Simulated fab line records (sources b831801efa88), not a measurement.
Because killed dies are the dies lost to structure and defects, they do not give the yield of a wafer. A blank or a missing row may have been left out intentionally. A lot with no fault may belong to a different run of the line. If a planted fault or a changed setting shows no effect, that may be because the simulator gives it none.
Which of the tools did it? | flow sky130 | 12 lots, 36 wafers sampled, at 2 steps of a route of 708

## WHAT THE GAUGES SHOWED, per wafer
SKY_VIA2_BOW_MEAS_03.
lot  | measured     | on            | VIA2_BOW (um)
L075 | day 36 08:33 | film metro-03 | 77 91 88
L076 | day 36 09:41 | film metro-01 | 91 100 85
L078 | day 36 15:50 | film metro-01 | 93 101 89
L081 | day 37 13:01 | film metro-02 | 89 89 80
L084 | day 38 01:46 | film metro-02 | 77 94 79
L085 | day 38 07:32 | film metro-03 | 82 83 81
L087 | day 39 09:13 | film metro-02 | 82 88 94
L089 | day 39 19:21 | film metro-01 | 89 77 96
L091 | day 40 08:04 | film metro-03 | 81 91 93
L093 | day 41 07:49 | film metro-03 | 80 87 81
L095 | day 42 06:47 | film metro-03 | 107 91 91
L096 | day 43 07:41 | film metro-02 | 76 78 87

## WHICH TOOL RAN EACH LOT (tool, then ch and the chambers of the sampled wafers, then the start)
lot  | SKY_VIA2_CMP_02
L075 | cmp-02 ch 1,2,3, day 36 08:14
L076 | cmp-02 ch 0,1,2, day 36 09:29
L078 | cmp-02 ch 1,2, day 36 15:31
L081 | cmp-01 ch 0,1,3, day 37 12:49
L084 | cmp-01 ch 1,3, day 38 01:28
L085 | cmp-02 ch 0,1,2, day 38 07:14
L087 | cmp-01 ch 0,2,3, day 39 08:56
L089 | cmp-01 ch 0,3, day 39 19:02
L091 | cmp-02 ch 0,3, day 40 07:43
L093 | cmp-01 ch 1,2,3, day 41 07:31
L095 | cmp-02 ch 0,1,3, day 42 06:32
L096 | cmp-02 ch 0,2,3, day 43 07:26
- SKY_VIA2_CMP_02: polishes SiO2.

## THE ANSWER, worked out from the rows above alone
Rule: the lots themselves supply what counts as usual. Put in order of their means at a reading, lots are off if they are a third of the lots or fewer, leave a main group of 4 or more, and stand apart from it by a gap of 3 or more times the standard deviation of the main group's means; of several such gaps the widest counts. If all means in a main group match to the digits the tables above print for the reading, that group is not used. A lot without any number at a reading at which 4 lots or more have one is off too. The other lots that the step has rows for count as sound.
No lot is off on any of the readings shown, so nothing can be concluded from this.

## WHAT THE SIMULATOR HAD INSERTED
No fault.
